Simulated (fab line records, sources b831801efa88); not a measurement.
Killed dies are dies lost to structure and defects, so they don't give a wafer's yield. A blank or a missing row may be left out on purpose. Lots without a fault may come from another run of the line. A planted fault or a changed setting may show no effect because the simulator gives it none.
fab line records | flow gf180mcu
record lots=5 wafers=15 last_day=34
route steps=602 shown V1@346 M2@362
lots that met no fault: from a run of the same line without faults
start_h: hours from the record's first day to the start of the lot's first wafer shown | wait_h: hours since the lot's step before | " the same as in the row above | L1.1+2: a row that stands for several wafers | - no value, or no start given | * or withheld: withheld | < > ~ a bound
route shown NAME@n: a module of which the file shows steps, and the number in the route of the first | usual: mean/standard deviation of fault-free wafers | same: alike in all rows | chamber/n: place in a boat | sites: the reading at each site | _std_site: their standard deviation | _edge_site: outer sites' mean less inner sites' | radius_mm: how far each site lies from the wafer's centre | mask NAME#n: copy n | behind: the tool/chamber that last shaped the wafer | hold: why the lot was held/for how many hours/how that ended | device: the transistor (n, p or np) that didn't switch | end of line: the same wafers' tests at the end of the route | a step without rows: its recipe alone | killed: dies lost to structure and defects at the first sort, not the wafer's yield | map: a wafer's dies, x killed, . not, _ none there
set.NAME: the setting as run; set.NAME@STEP: as run at that earlier step | model.NAME: the simulator's own value behind a step, which no gauge read
lots at some steps of the route; a table a step, a row a wafer
services: from which hour (start_h, from the record's first day; less than 0 if before it) a tool's chamber was out of use, for how many hours, and why
## steps
# step GF_V1_EXPOSE_11
# recipe mask_id=Via1 target_cd_nm=260 na=0.68 source_shape=conventional sigma_outer=0.6 dose_mj=38
# columns lot.wafer tool chamber start_h wait_h mask
L078.1+3+6 krf_scanner-02 0 - - Via1#0
L084.1+2+5 krf_scanner-02 0 - - Via1#0
L094.1+2+6 krf_scanner-01 0 - - Via1#0
L095.3+5+6 krf_scanner-02 0 - - Via1#0
L097.1+4+6 krf_scanner-01 0 - - Via1#0
# step GF_V1_PEB_12
# recipe peb_temp_c=135 peb_time_s=90 resist=KrF
# usual chill_plate_temp_C=23.01/0.11 resist_line_temp_C=23.02/0.11
# same peb_time_s=90
# columns lot.wafer tool chamber start_h wait_h chill_plate_temp_C resist_line_temp_C
L078.1 litho_track-03 0 - - 22.89 22.86
L078.3 " 0 " " 22.94 22.89
L078.6 " 0 " " 22.99 22.97
L084.1 litho_track-01 0 - - 22.93 23.19
L084.2 " 0 " " 22.91 22.89
L084.5 " 0 " " 22.93 23.14
L094.1 litho_track-03 0 - - 23.07 23.02
L094.2 " 0 " " 22.99 22.79
L094.6 " 0 " " 23.19 22.87
L095.3 litho_track-03 0 - - 22.96 23.05
L095.5 " 0 " " 22.99 22.87
L095.6 " 0 " " 22.97 23.11
L097.1 litho_track-01 0 - - 22.85 23.00
L097.4 " 0 " " 22.87 22.87
L097.6 " 0 " " 23.09 22.98
# step GF_V1_DEVELOP_13
# recipe develop_time_s=60 resist=KrF dev_temp_c=21
# usual chill_plate_temp_C=23.01/0.12 resist_line_temp_C=23.00/0.11
# columns lot.wafer tool chamber start_h wait_h chill_plate_temp_C resist_line_temp_C
L078.1 litho_track-03 0 458.88 0.2 23.15 23.10
L078.3 " 0 " " 23.22 23.03
L078.6 " 0 " " 23.07 23.06
L084.1 litho_track-01 0 505.37 0.2 23.08 23.11
L084.2 " 0 " " 23.02 23.04
L084.5 " 0 " " 23.11 23.01
L094.1 litho_track-03 0 583.88 0.2 22.89 22.92
L094.2 " 0 " " 22.93 22.81
L094.6 " 0 " " 22.94 22.72
L095.3 litho_track-03 0 589.23 0.1 23.05 22.82
L095.5 " 0 " " 23.04 22.83
L095.6 " 0 " " 22.97 22.90
L097.1 litho_track-01 0 609.57 0.2 23.20 22.98
L097.4 " 0 " " 23.25 23.06
L097.6 " 0 " " 23.08 23.04
# step GF_V1_CD_MEAS_14
# recipe target_cd_nm=260
# usual cd_nm=260.1/1.2
# columns lot.wafer tool chamber start_h wait_h cd_nm
L078.1 cd_sem-02 - 459.03 0.1 259.8
L078.3 " - " " 257.7
L078.6 " - " " 260.1
L084.1 cd_sem-01 - 505.52 0.1 260.2
L084.2 " - " " 262.8
L084.5 " - " " 260.5
L094.1 cd_sem-01 - 584.03 0.1 260.8
L094.2 " - " " 261.3
L094.6 " - " " 260.6
L095.3 cd_sem-02 - 589.37 0.1 261.0
L095.5 " - " " 260.0
L095.6 " - " " 259.0
L097.1 cd_sem-02 - 609.72 0.1 261.9
L097.4 " - " " 262.5
L097.6 " - " " 261.6
# step GF_V1_OVL_MEAS_15
# usual V1_OVL=0/5.7
# columns lot.wafer tool chamber start_h wait_h V1_OVL[nm]
L078.1 overlay-02 - 459.15 0.1 10
L078.3 " - " " 2
L078.6 " - " " -3
L084.1 overlay-01 - 505.64 0.1 3
L084.2 " - " " 0
L084.5 " - " " 5
L094.1 overlay-02 - 584.15 0.1 13
L094.2 " - " " -4
L094.6 " - " " -1
L095.3 overlay-01 - 589.46 0.1 -1
L095.5 " - " " 5
L095.6 " - " " 6
L097.1 overlay-02 - 609.84 0.1 -3
L097.4 " - " " -7
L097.6 " - " " -12
# step GF_V1_ETCH_16
# recipe chemistry=N2/H2 target_depth_a=withheld overetch_a=withheld time_s=withheld target=BARC ion_energy_ev=200 source_w=500 bias_w=100 pressure_mtorr=30 n2_flow_sccm=100 h2_flow_sccm=200
# usual chamber_pressure_mTorr=30.002/0.028 drypump_motor_current_A=5.7/0.52 oes_product_au=0.855/0.0045 throttle_valve_pct=13.226/0.0095
# columns lot.wafer tool chamber start_h wait_h chamber_pressure_mTorr drypump_motor_current_A oes_product_au throttle_valve_pct
L078.1 rie_diel-04 1 459.19 0.0 30.013 5.4 0.852 13.229
L078.3 " 0 " " 30.034 5.2 0.854 13.225
L078.6 " 1 " " 30.047 5.5 0.851 13.220
L084.1 rie_diel-03 0 505.68 0.0 30.009 5.7 0.854 13.249
L084.2 " 3 " " 29.971 6.1 0.847 13.217
L084.5 " 3 " " 30.012 6.1 0.869 13.217
L094.1 rie_diel-04 0 584.18 0.0 29.993 5.2 0.864 13.220
L094.2 " 3 " " 29.997 4.8 0.856 13.224
L094.6 " 2 " " 30.021 5.2 0.850 13.233
L095.3 rie_diel-02 0 589.48 0.0 30.041 5.3 0.863 13.220
L095.5 " 0 " " 30.044 5.3 0.852 13.229
L095.6 " 3 " " 29.933 5.5 0.860 13.226
L097.1 rie_diel-02 1 609.88 0.0 30.008 6.1 0.861 13.249
L097.4 " 0 " " 29.986 5.3 0.857 13.228
L097.6 " 0 " " 29.975 5.3 0.863 13.235
# step GF_V1_ETCH_17
# recipe chemistry=C4F8/O2/Ar mask_material=KrF target=SiO2 stop_on=TiN source_w=1500 bias_w=1200 pressure_mtorr=40 c4f8_flow_sccm=withheld O2_flow_sccm=6 Ar_flow_sccm=300 time_s=withheld target_depth_a=6300
# usual chamber_pressure_mTorr=39.99/0.036 oes_product_au=0.856/0.0047
# columns lot.wafer tool chamber start_h wait_h chamber_pressure_mTorr oes_product_au
L078.1 rie_diel-04 1 - - 39.91 0.857
L078.3 " 0 " " 40.01 0.850
L078.6 " 1 " " 40.02 0.851
L084.1 rie_diel-03 0 - - 39.92 0.851
L084.2 " 3 " " 40.00 0.860
L084.5 " 3 " " 40.02 0.857
L094.1 rie_diel-04 0 - - 39.97 0.859
L094.2 " 3 " " 39.97 0.856
L094.6 " 2 " " 39.97 0.860
L095.3 rie_diel-02 0 - - 40.00 0.852
L095.5 " 0 " " 39.98 0.855
L095.6 " 3 " " 40.05 0.853
L097.1 rie_diel-02 1 - - 40.03 0.854
L097.4 " 0 " " 40.03 0.856
L097.6 " 0 " " 39.97 0.863
# step GF_V1_STRIP_18
# recipe chemistry=O2/N2 power_w=1400 pressure_mtorr=1500 platen_temp_c=250 o2_flow_sccm=3000 n2_flow_sccm=300 overash_fraction=0.5
# usual chamber_pressure_mTorr=1500.0/1.2 drypump_motor_current_A=5.7/0.44 heater_power_w=312/25 oes_product_au=0.594/0.005
# columns lot.wafer tool chamber start_h wait_h chamber_pressure_mTorr drypump_motor_current_A heater_power_w oes_product_au rf_hours_counter_h
L078.1 plasma_asher-04 0 459.31 - 1500.7 5.7 335 0.587 85
L078.3 " 0 " " 1500.3 5.7 324 0.593 -
L078.6 " 1 " " 1498.7 5.5 344 0.590 -
L084.1 plasma_asher-01 0 505.81 - 1500.7 5.2 311 0.594 39
L084.2 " 1 " " 1500.2 5.2 286 0.604 39
L084.5 " 0 " " 1501.0 5.2 313 0.596 -
L094.1 plasma_asher-04 0 584.31 - 1502.4 5.7 320 0.592 98
L094.2 " 1 " " 1501.2 5.5 349 0.596 98
L094.6 " 1 " " 1499.4 5.5 351 0.596 -
L095.3 plasma_asher-04 0 589.65 - 1498.6 5.7 328 0.598 -
L095.5 " 1 " " 1500.1 5.5 349 0.600 -
L095.6 " 0 " " 1500.0 5.7 333 0.589 -
L097.1 plasma_asher-02 1 610.01 - 1499.7 6.2 269 0.599 82
L097.4 " 1 " " 1499.7 6.2 267 0.592 -
L097.6 " 1 " " 1500.8 6.2 272 0.590 -
# step GF_V1_STRIP_19
# recipe chemistry=post_etch_residue_remover time_s=1200 temp_c=72.5
# usual bath_guard_temp_C=72.4/0.51
# columns lot.wafer tool chamber start_h wait_h bath_guard_temp_C
L078.1 wet_bench-03 0 459.41 0.1 72.0
L078.3 " 0 " " 72.0
L078.6 " 0 " " 72.0
L084.1 wet_bench-03 1 505.91 0.1 72.4
L084.2 " 1 " " 72.4
L084.5 " 1 " " 72.2
L094.1 wet_bench-04 3 584.41 0.1 72.5
L094.2 " 3 " " 72.7
L094.6 " 3 " " 72.3
L095.3 wet_bench-04 3 589.71 0.0 72.5
L095.5 " 3 " " 72.9
L095.6 " 3 " " 72.9
L097.1 wet_bench-01 0 610.11 0.1 72.2
L097.4 " 0 " " 72.0
L097.6 " 0 " " 72.1
# step GF_V1_CLEAN_20
# recipe chemistry=DIW dry=n2_spin
# columns lot.wafer tool chamber start_h wait_h
L078.1+3+6 wet_bench-04 3 459.79 0.0
L084.1+2+5 wet_bench-01 0 506.28 0.0
L094.1+2+6 wet_bench-03 0 585.16 0.0
L095.3+5+6 wet_bench-04 1 590.08 0.0
L097.1+4+6 wet_bench-04 3 610.45 0.0
# step GF_V1_SPUTTER_21
# recipe material=Ti target_thk_nm=15 chamber_pressure_pa=5 power_w=2500 substrate_temp_c=200 time_s=80.02
# usual cathode_dc_power_W=2500.0/0.46 chamber_pressure_pa=5.000/0.01 substrate_temp_c=200.00/0.18 throttle_valve_pct=30.1/1.2
# columns lot.wafer tool chamber start_h wait_h cathode_dc_power_W chamber_pressure_pa substrate_temp_c throttle_valve_pct
L078.1 pvd_sputter-03 - 459.89 0.0 2499.7 4.989 200.31 30.0
L078.3 " - " " 2499.7 4.993 200.13 31.3
L078.6 " - " " 2500.1 5.008 200.05 31.5
L084.1 pvd_sputter-03 - 506.37 0.0 2499.3 5.003 200.14 31.5
L084.2 " - " " 2499.9 4.985 199.83 30.1
L084.5 " - " " 2500.2 5.010 200.09 30.1
L094.1 pvd_sputter-01 - 585.25 0.0 2500.6 4.995 200.15 27.9
L094.2 " - " " 2499.7 4.988 199.97 27.9
L094.6 " - " " 2499.3 4.998 200.21 31.7
L095.3 pvd_sputter-02 - 590.18 0.0 2500.0 4.996 200.08 32.0
L095.5 " - " " 2499.6 5.007 200.00 29.9
L095.6 " - " " 2499.8 4.998 199.95 28.9
L097.1 pvd_sputter-03 - 610.55 0.0 2500.6 4.994 200.20 30.1
L097.4 " - " " 2499.5 5.014 200.26 31.2
L097.6 " - " " 2500.1 5.014 200.07 31.3
# step GF_V1_SPUTTER_22
# recipe material=TiN target_thk_nm=10 chamber_pressure_pa=5 power_w=4000 time_s=40
# usual cathode_dc_power_W=4000.0/0.69 chamber_pressure_pa=5.000/0.01 throttle_valve_pct=30.1/1.1
# columns lot.wafer tool chamber start_h wait_h cathode_dc_power_W chamber_pressure_pa throttle_valve_pct
L078.1 pvd_sputter-03 - 459.95 0.0 4000.4 5.006 29.9
L078.3 " - " " 3999.5 5.015 31.2
L078.6 " - " " 3999.8 5.019 31.1
L084.1 pvd_sputter-03 - 506.43 0.0 3999.5 4.998 31.5
L084.2 " - " " 3999.6 5.013 29.8
L084.5 " - " " 4000.8 4.993 30.2
L094.1 pvd_sputter-01 - 585.31 0.0 4000.1 4.991 28.0
L094.2 " - " " 4000.6 5.002 28.2
L094.6 " - " " 4000.9 5.009 31.9
L095.3 pvd_sputter-02 - 590.25 0.0 3999.0 5.017 32.1
L095.5 " - " " 3999.0 5.010 30.1
L095.6 " - " " 4001.1 4.993 29.1
L097.1 pvd_sputter-03 - 610.61 0.0 3999.9 5.017 30.3
L097.4 " - " " 3998.7 5.002 31.5
L097.6 " - " " 4000.0 4.990 31.4
# step GF_V1_CVD_23
# recipe material=W target_thk_nm=350 time_s=105.05 temp_c=400 pressure_torr=40
# usual heater_power_w=907/96
# columns lot.wafer tool chamber start_h wait_h heater_power_w
L078.1 cvd_w-02 1 459.99 0.0 939
L078.3 " 0 " " 1003
L078.6 " 1 " " 919
L084.1 cvd_w-01 1 506.47 0.0 721
L084.2 " 0 " " 907
L084.5 " 1 " " 713
L094.1 cvd_w-02 0 585.35 0.0 985
L094.2 " 1 " " 920
L094.6 " 0 " " 1001
L095.3 cvd_w-02 1 590.32 0.1 952
L095.5 " 0 " " 972
L095.6 " 1 " " 967
L097.1 cvd_w-01 1 610.65 0.0 731
L097.4 " 1 " " 718
L097.6 " 0 " " 885
# step GF_V1_RS_MEAS_24
# recipe thk_meas_gauge=four-point-probe reads=W_of_V1_CVD_23+TiN_of_V1_SPUTTER_22+Ti_of_V1_SPUTTER_21
# usual V1_W_RS=0.330/0.0037
# columns lot.wafer tool chamber start_h wait_h V1_W_RS[ohm/sq]
L078.1 film_metro-01 - 460.10 0.1 0.326
L078.3 " - " " 0.334
L078.6 " - " " 0.326
L084.1 film_metro-02 - 506.59 0.1 0.331
L084.2 " - " " 0.331
L084.5 " - " " 0.329
L094.1 film_metro-02 - 585.46 0.1 0.325
L094.2 " - " " 0.324
L094.6 " - " " 0.327
L095.3 film_metro-02 - 590.44 0.1 0.332
L095.5 " - " " 0.332
L095.6 " - " " 0.331
L097.1 film_metro-03 - 610.76 0.1 0.332
L097.4 " - " " 0.332
L097.6 " - " " 0.332
# step GF_V1_THK_MEAS_25
# recipe thk_meas_gauge=xrf reads=W_of_V1_CVD_23
# usual V1_W_THK=345/4.8
# columns lot.wafer tool chamber start_h wait_h V1_W_THK[nm]
L078.1 film_metro-01 - 460.22 0.1 349
L078.3 " - " " 341
L078.6 " - " " 348
L084.1 film_metro-02 - 506.71 0.1 342
L084.2 " - " " 341
L084.5 " - " " 344
L094.1 film_metro-02 - 585.58 0.1 346
L094.2 " - " " 349
L094.6 " - " " 345
L095.3 film_metro-02 - 590.54 0.1 339
L095.5 " - " " 340
L095.6 " - " " 341
L097.1 film_metro-03 - 610.88 0.1 342
L097.4 " - " " 345
L097.6 " - " " 342
# step GF_V1_CMP_26
# recipe stop_on=SiO2 down_force_psi=3.5 platen_rpm=60 t_overpolish_s=15 target_thk_nm=0 pad_velocity_m_s=0.94248
# usual motor_current_A=11.0/0.73 overpolish_run_s=15.000/0.0089 time_to_endpoint_s=84.1/2.9
# columns lot.wafer tool chamber start_h wait_h motor_current_A overpolish_run_s time_to_endpoint_s
L078.3 cmp-02 1 460.33 0.1 11.6 14.986 85.1
L078.1 " 2 " " 10.9 14.987 89.8
L078.6 " 1 " " 11.8 14.997 84.9
L084.1 cmp-02 3 506.82 0.1 10.9 14.988 84.3
L084.2 " 1 " " 11.3 15.017 85.4
L084.5 " 3 " " 10.8 14.998 86.7
L094.1 cmp-02 3 585.64 0.1 10.6 15.017 82.4
L094.2 " 0 " " 12.1 15.010 89.8
L094.6 " 0 " " 12.0 14.999 85.4
L095.3 cmp-02 3 590.79 0.2 10.8 14.991 84.9
L095.6 " 2 " " 10.5 14.982 84.0
L095.5 " 3 " " 10.3 15.008 83.2
L097.1 cmp-01 0 610.99 0.1 10.4 14.994 84.2
L097.4 " 2 " " 10.1 14.998 82.1
L097.6 " 0 " " 10.5 15.002 85.4
# step GF_M2_SPUTTER_00
# recipe material=Ti target_thk_nm=37.5 arriving_ion_energy_ev=80 substrate_temp_c=200 chamber_pressure_pa=2 power_w=4000 time_s=150
# usual cathode_dc_power_W=4000.0/0.77 chamber_pressure_pa=2.000/0.004 substrate_temp_c=200.00/0.16 throttle_valve_pct=29.9/1.5
# columns lot.wafer tool chamber start_h wait_h cathode_dc_power_W chamber_pressure_pa substrate_temp_c throttle_valve_pct
L078.1 pvd_sputter-04 - 460.58 0.1 3999.4 2.002 199.97 30.3
L078.3 " - " " 3998.8 2.007 199.83 28.1
L078.6 " - " " 4000.3 1.998 200.21 28.0
L084.1 pvd_sputter-02 - 507.07 0.2 4000.4 2.003 200.23 31.9
L084.2 " - " " 3997.9 1.995 199.97 28.9
L084.5 " - " " 4000.2 2.004 200.04 29.3
L094.1 pvd_sputter-02 - 585.94 0.2 4000.1 2.002 199.92 28.7
L094.2 " - " " 3999.7 1.998 200.14 29.0
L094.6 " - " " 4000.2 1.995 199.79 28.9
L095.3 pvd_sputter-01 - 591.04 0.2 3999.8 1.997 200.30 31.8
L095.5 " - " " 4000.6 1.999 199.63 29.5
L095.6 " - " " 4000.2 2.001 199.95 31.6
L097.1 pvd_sputter-02 - 611.24 0.2 4000.7 2.003 200.18 28.7
L097.4 " - " " 4001.1 1.997 199.99 30.3
L097.6 " - " " 3999.7 1.995 199.65 28.7
# step GF_M2_SPUTTER_01
# recipe material=TiN target_thk_nm=30 power_w=6500 time_s=25 chamber_pressure_pa=0.4
# usual cathode_dc_power_W=6499.9/1.1 chamber_pressure_pa=0.4000/0.00081 throttle_valve_pct=29.9/1.4
# columns lot.wafer tool chamber start_h wait_h cathode_dc_power_W chamber_pressure_pa throttle_valve_pct
L078.1 pvd_sputter-04 - 460.68 0.1 6501.6 0.3996 30.4
L078.3 " - " " 6498.5 0.4000 27.6
L078.6 " - " " 6499.9 0.3991 28.1
L084.1 pvd_sputter-02 - 507.17 0.1 6499.6 0.3989 32.3
L084.2 " - " " 6499.7 0.4009 29.0
L084.5 " - " " 6499.0 0.3986 29.2
L094.1 pvd_sputter-02 - 586.04 0.1 6498.5 0.3992 28.9
L094.2 " - " " 6500.3 0.4011 28.9
L094.6 " - " " 6499.9 0.4000 29.0
L095.3 pvd_sputter-01 - 591.14 0.1 6502.1 0.3989 31.6
L095.5 " - " " 6499.4 0.4004 29.5
L095.6 " - " " 6501.3 0.3995 31.7
L097.1 pvd_sputter-02 - 611.34 0.1 6501.9 0.3997 28.8
L097.4 " - " " 6499.0 0.4003 30.4
L097.6 " - " " 6500.9 0.3999 28.9
# step GF_M2_SPUTTER_02
# recipe material=AlCu target_thk_nm=450 power_w=10600 time_s=23.9 chamber_pressure_pa=0.4
# usual cathode_dc_power_W=10600/1.8 chamber_pressure_pa=0.4000/0.00088 throttle_valve_pct=29.9/1.5
# columns lot.wafer tool chamber start_h wait_h cathode_dc_power_W chamber_pressure_pa throttle_valve_pct
L078.1 pvd_sputter-04 - 460.71 0.0 10601 0.3983 30.5
L078.3 " - " " 10600 0.4012 28.0
L078.6 " - " " 10600 0.4008 27.8
L084.1 pvd_sputter-02 - 507.20 0.0 10601 0.3984 32.0
L084.2 " - " " 10599 0.3999 28.9
L084.5 " - " " 10597 0.3991 29.0
L094.1 pvd_sputter-02 - 586.07 0.0 10602 0.3994 29.0
L094.2 " - " " 10601 0.4009 28.9
L094.6 " - " " 10603 0.4014 28.9
L095.3 pvd_sputter-01 - 591.17 0.0 10600 0.3991 31.8
L095.5 " - " " 10598 0.3986 29.3
L095.6 " - " " 10600 0.4004 31.7
L097.1 pvd_sputter-02 - 611.37 0.0 10597 0.4017 29.0
L097.4 " - " " 10599 0.3996 30.3
L097.6 " - " " 10599 0.4005 29.0
# step GF_M2_SPUTTER_03
# recipe material=Ti target_thk_nm=10 substrate_temp_c=300 chamber_pressure_pa=0.3 power_w=3000 time_s=6.7
# usual cathode_dc_power_W=3000.0/0.52 chamber_pressure_pa=0.3000/0.00063 substrate_temp_c=299.99/0.18 throttle_valve_pct=29.9/1.4
# columns lot.wafer tool chamber start_h wait_h cathode_dc_power_W chamber_pressure_pa substrate_temp_c throttle_valve_pct
L078.1 pvd_sputter-04 - 460.74 0.0 3000.4 0.3011 300.40 30.4
L078.3 " - " " 3000.2 0.2998 299.83 28.0
L078.6 " - " " 3000.2 0.2994 299.94 28.0
L084.1 pvd_sputter-02 - 507.23 0.0 3000.1 0.2996 300.06 31.9
L084.2 " - " " 2998.9 0.3004 300.10 28.8
L084.5 " - " " 2999.7 0.3002 300.04 28.8
L094.1 pvd_sputter-02 - 586.10 0.0 3000.1 0.2991 300.14 28.9
L094.2 " - " " 3000.2 0.3001 300.13 28.8
L094.6 " - " " 2999.1 0.3000 300.15 29.2
L095.3 pvd_sputter-01 - 591.20 0.0 2999.1 0.2999 300.11 31.7
L095.5 " - " " 2999.6 0.2998 300.00 29.4
L095.6 " - " " 2999.5 0.2996 300.10 31.9
L097.1 pvd_sputter-02 - 611.40 0.0 2999.8 0.2998 299.74 28.9
L097.4 " - " " 2999.8 0.2992 300.01 29.9
L097.6 " - " " 2999.9 0.3001 299.89 28.8
# step GF_M2_SPUTTER_04
# recipe material=TiN target_thk_nm=50 power_w=6500 time_s=41.7 chamber_pressure_pa=0.4
# usual cathode_dc_power_W=6499.9/1.2 chamber_pressure_pa=0.4000/0.00085 throttle_valve_pct=29.9/1.4
# columns lot.wafer tool chamber start_h wait_h cathode_dc_power_W chamber_pressure_pa throttle_valve_pct
L078.1 pvd_sputter-04 - 460.76 0.0 6500.5 0.3998 30.3
L078.3 " - " " 6501.6 0.4008 27.7
L078.6 " - " " 6501.1 0.3997 28.1
L084.1 pvd_sputter-02 - 507.25 0.0 6497.9 0.3999 32.2
L084.2 " - " " 6501.0 0.4006 28.9
L084.5 " - " " 6498.7 0.3996 29.0
L094.1 pvd_sputter-02 - 586.12 0.0 6499.5 0.3993 29.2
L094.2 " - " " 6500.8 0.3998 28.9
L094.6 " - " " 6500.2 0.3994 29.1
L095.3 pvd_sputter-01 - 591.22 0.0 6499.2 0.4006 31.8
L095.5 " - " " 6498.6 0.3991 30.1
L095.6 " - " " 6501.5 0.4003 31.8
L097.1 pvd_sputter-02 - 611.42 0.0 6499.4 0.3989 29.0
L097.4 " - " " 6498.7 0.4007 30.2
L097.6 " - " " 6501.8 0.3991 29.1
# step GF_M2_RS_MEAS_05
# recipe thk_meas_gauge=four-point-probe reads=TiN_of_M2_SPUTTER_04+Ti_of_M2_SPUTTER_03+AlCu_of_M2_SPUTTER_02+TiN_of_M2_SPUTTER_01+Ti_of_M2_SPUTTER_00
# usual M2_ALCU_RS=0.0694/0.00067
# columns lot.wafer tool chamber start_h wait_h M2_ALCU_RS[ohm/sq]
L078.1 film_metro-03 - 460.80 0.0 0.0690
L078.3 " - " " 0.0694
L078.6 " - " " 0.0691
L084.1 film_metro-04 - 507.29 0.0 0.0693
L084.2 " - " " 0.0687
L084.5 " - " " 0.0694
L094.1 film_metro-03 - 586.16 0.0 0.0690
L094.2 " - " " 0.0697
L094.6 " - " " 0.0697
L095.3 film_metro-04 - 591.30 0.1 0.0704
L095.5 " - " " 0.0696
L095.6 " - " " 0.0698
L097.1 film_metro-04 - 611.46 0.0 0.0693
L097.4 " - " " 0.0702
L097.6 " - " " 0.0704
# step GF_M2_THK_MEAS_06
# recipe thk_meas_gauge=xrf reads=AlCu_of_M2_SPUTTER_02
# usual M2_ALCU_THK=446/4.5
# columns lot.wafer tool chamber start_h wait_h M2_ALCU_THK[nm]
L078.1 film_metro-03 - 460.92 0.1 448
L078.3 " - " " 446
L078.6 " - " " 449
L084.1 film_metro-04 - 507.41 0.1 445
L084.2 " - " " 450
L084.5 " - " " 446
L094.1 film_metro-03 - 586.28 0.1 450
L094.2 " - " " 442
L094.6 " - " " 441
L095.3 film_metro-04 - 591.40 0.1 444
L095.5 " - " " 447
L095.6 " - " " 448
L097.1 film_metro-04 - 611.58 0.1 449
L097.4 " - " " 444
L097.6 " - " " 442
# step GF_M2_DEHYDRATE_07
# recipe temp_c=200 time_s=60
# usual chill_plate_temp_C=23.01/0.11 resist_line_temp_C=23.01/0.11
# columns lot.wafer tool chamber start_h wait_h chill_plate_temp_C resist_line_temp_C
L078.1 litho_track-03 0 472.58 11.6 23.07 22.87
L078.3 " 0 " " 23.07 22.97
L078.6 " 0 " " 22.94 22.98
L084.1 litho_track-01 0 517.82 10.4 23.02 22.95
L084.2 " 0 " " 22.90 23.10
L084.5 " 0 " " 23.17 22.77
L094.1 litho_track-01 0 595.52 9.2 22.99 23.03
L094.2 " 0 " " 23.06 22.99
L094.6 " 0 " " 22.98 23.16
L095.3 litho_track-03 0 601.78 10.4 23.13 22.84
L095.5 " 0 " " 23.09 22.93
L095.6 " 0 " " 23.09 22.91
L097.1 litho_track-01 0 620.97 9.4 23.10 23.04
L097.4 " 0 " " 22.93 23.17
L097.6 " 0 " " 22.98 23.10
# step GF_M2_HMDS_08
# recipe prime_time_s=60 prime_temp_c=120
# usual chill_plate_temp_C=23.01/0.11 resist_line_temp_C=22.99/0.11
# columns lot.wafer tool chamber start_h wait_h chill_plate_temp_C resist_line_temp_C
L078.1 litho_track-03 0 472.73 0.1 23.10 22.83
L078.3 " 0 " " 22.89 22.94
L078.6 " 0 " " 22.97 22.87
L084.1 litho_track-01 0 517.97 0.1 22.97 23.05
L084.2 " 0 " " 22.91 22.99
L084.5 " 0 " " 23.01 23.15
L094.1 litho_track-01 0 595.67 0.1 23.05 22.98
L094.2 " 0 " " 23.06 23.03
L094.6 " 0 " " 22.93 22.99
L095.3 litho_track-03 0 601.93 0.1 23.04 23.21
L095.5 " 0 " " 22.95 22.97
L095.6 " 0 " " 23.04 22.99
L097.1 litho_track-01 0 621.12 0.1 23.16 23.14
L097.4 " 0 " " 23.01 23.02
L097.6 " 0 " " 22.99 22.99
# step GF_M2_COAT_09
# recipe resist=KrF spin_rpm=withheld resist_thk_nm=1000
# usual chill_plate_temp_C=22.99/0.11 resist_line_temp_C=23.01/0.13
# columns lot.wafer tool chamber start_h wait_h chill_plate_temp_C resist_line_temp_C
L078.1 litho_track-03 0 472.88 0.1 22.90 23.06
L078.3 " 0 " " 23.16 22.84
L078.6 " 0 " " 23.10 22.95
L084.1 litho_track-01 0 518.12 0.1 23.03 22.87
L084.2 " 0 " " 22.83 23.08
L084.5 " 0 " " 22.86 23.07
L094.1 litho_track-01 0 595.82 0.1 22.83 23.01
L094.2 " 0 " " 23.00 22.81
L094.6 " 0 " " 22.85 22.83
L095.3 litho_track-03 0 602.08 0.1 22.85 23.25
L095.5 " 0 " " 22.91 23.40
L095.6 " 0 " " 22.73 23.28
L097.1 litho_track-01 0 621.27 0.1 22.98 22.78
L097.4 " 0 " " 23.06 22.78
L097.6 " 0 " " 23.19 22.85
# step GF_M2_SOFTBAKE_10
# recipe temp_c=130 time_s=60 resist=KrF
# usual chill_plate_temp_C=23.00/0.091 resist_line_temp_C=22.94/0.096
# columns lot.wafer tool chamber start_h wait_h chill_plate_temp_C resist_line_temp_C
L078.1 litho_track-03 0 473.03 0.1 22.93 22.86
L078.3 " 0 " " 23.23 23.04
L078.6 " 0 " " 22.96 22.99
L084.1 litho_track-01 0 518.27 0.1 22.94 23.00
L084.2 " 0 " " 23.00 23.06
L084.5 " 0 " " 22.96 22.91
L094.1 litho_track-01 0 595.97 0.1 23.01 22.81
L094.2 " 0 " " 22.95 22.87
L094.6 " 0 " " 22.94 22.85
L095.3 litho_track-03 0 602.23 0.1 22.85 22.85
L095.5 " 0 " " 23.00 22.99
L095.6 " 0 " " 22.97 23.05
L097.1 litho_track-01 0 621.42 0.1 23.02 22.95
L097.4 " 0 " " 22.89 23.05
L097.6 " 0 " " 22.93 23.14
# step GF_M2_EXPOSE_11
# recipe mask_id=Metal2 target_cd_nm=280 na=0.68 source_shape=conventional sigma_outer=0.6 dose_mj=28
# columns lot.wafer tool chamber start_h wait_h mask
L078.1+3+6 krf_scanner-02 0 - - Metal2#0
L084.1+2+5 krf_scanner-02 0 - - Metal2#0
L094.1+2+6 krf_scanner-02 0 - - Metal2#0
L095.3+5+6 krf_scanner-01 0 - - Metal2#0
L097.1+4+6 krf_scanner-01 0 - - Metal2#0
# step GF_M2_PEB_12
# recipe peb_temp_c=135 peb_time_s=90 resist=KrF
# usual chill_plate_temp_C=23.00/0.12 resist_line_temp_C=23.03/0.1
# same peb_time_s=90
# columns lot.wafer tool chamber start_h wait_h chill_plate_temp_C resist_line_temp_C
L078.1 litho_track-03 0 - - 23.04 23.03
L078.3 " 0 " " 22.84 22.96
L078.6 " 0 " " 22.76 22.99
L084.1 litho_track-03 0 - - 23.07 23.16
L084.2 " 0 " " 22.97 23.18
L084.5 " 0 " " 23.08 22.94
L094.1 litho_track-01 0 - - 22.95 22.91
L094.2 " 0 " " 22.94 23.07
L094.6 " 0 " " 23.02 23.03
L095.3 litho_track-04 0 - - 23.06 23.10
L095.5 " 0 " " 22.97 23.14
L095.6 " 0 " " 22.98 23.20
L097.1 litho_track-04 0 - - 22.89 23.01
L097.4 " 0 " " 22.90 23.06
L097.6 " 0 " " 22.85 23.01
## services
# columns tool chamber start_h hours kind
rie_diel-02 0 442.19 12.7 repair
cmp-02 - 442.73 5.3 repair
cmp-02 - 446.33 1.1 repair
rie_diel-04 3 458.95 6.0 repair
krf_scanner-01 - 462.71 11.4 repair
rie_diel-04 - 463.70 0.5 repair
krf_scanner-01 - 466.70 4.5 repair
krf_scanner-02 - 474.10 1.0 pm
krf_scanner-01 - 476.06 0.8 pm
pvd_sputter-02 - 500.35 3.0 repair
pvd_sputter-02 - 532.79 3.6 repair
pvd_sputter-03 - 541.90 1.8 repair
krf_scanner-02 - 544.43 15.3 repair
pvd_sputter-01 - 554.94 5.0 repair
krf_scanner-02 - 559.71 0.8 pm
pvd_sputter-02 - 561.35 1.7 repair
krf_scanner-02 - 564.10 1.3 pm
pvd_sputter-03 - 578.31 3.4 repair
pvd_sputter-03 - 586.93 3.3 repair
krf_scanner-02 - 587.21 4.0 pm
pvd_sputter-03 - 597.19 5.2 repair
krf_scanner-02 - 600.14 2.4 repair
pvd_sputter-03 - 612.64 1.7 repair
krf_scanner-02 - 616.32 3.1 repair
## key
fault none
